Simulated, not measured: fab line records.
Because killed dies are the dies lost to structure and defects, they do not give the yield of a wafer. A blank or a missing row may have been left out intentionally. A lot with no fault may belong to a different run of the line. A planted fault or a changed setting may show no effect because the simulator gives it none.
Which tool is to blame?	flow sky130	at 1 step of a route of 708, 12 lots with 36 wafers sampled

WHAT THE GAUGES READ, wafer by wafer
SKY_VT_ADJUST_HVTR_OVL_MEAS_08.
lot	measured	on	VT_ADJUST_HVTR_OVL (nm)
L075	day 9 19:28	overlay-02	-3.2 -0.9 -1.2
L077	day 10 09:07	overlay-02	-1.2 -0.4 -1.5
L079	day 11 00:05	overlay-02	0.7 -2.3 -1.2
L081	day 11 15:10	overlay-01	1.4 0.2 0.5
L083	day 12 02:04	overlay-02	-0.4 0.3 0.5
L085	day 12 18:40	overlay-02	-0.6 -2.3 -0.6
L087	day 13 09:28	overlay-01	1.1 -0.8 0.4
L089	day 13 23:22	overlay-02	-1.3 -1.6 -2.7
L091	day 14 21:46	overlay-02	-0.8 -1.6 0.6
L093	day 15 08:04	overlay-01	0.0 -3.2 -0.7
L095	day 16 13:55	overlay-02	-3.0 -1.8 -2.9
L096	day 16 23:05	overlay-01	-2.9 -3.0 -3.0

WHAT TOOL EACH LOT RAN ON (gives the tool, then ch and the chambers of the sampled wafers, and finally the start)
The record shows no process step preceding these readings.

THE ANSWER, worked out from the rows above alone
Rule: the usual values come from the lots themselves. The widest of any qualifying gaps counts: lots, ordered by their means at a reading, are off when they make up no more than a third of the lots, leave a main group of 4 or more, and stand apart from it by 3 or more times the standard deviation of that group's means. A main group whose means are all the same, to the digits that the tables above print for the reading, isn't used. Also off: a lot with no number at a reading for which 4 or more lots have one. Any other lot the step has rows for is counted as sound.
Nothing can be told from this: no lot is off at any reading shown.

WHAT HAD BEEN PUT IN BY THE SIMULATOR
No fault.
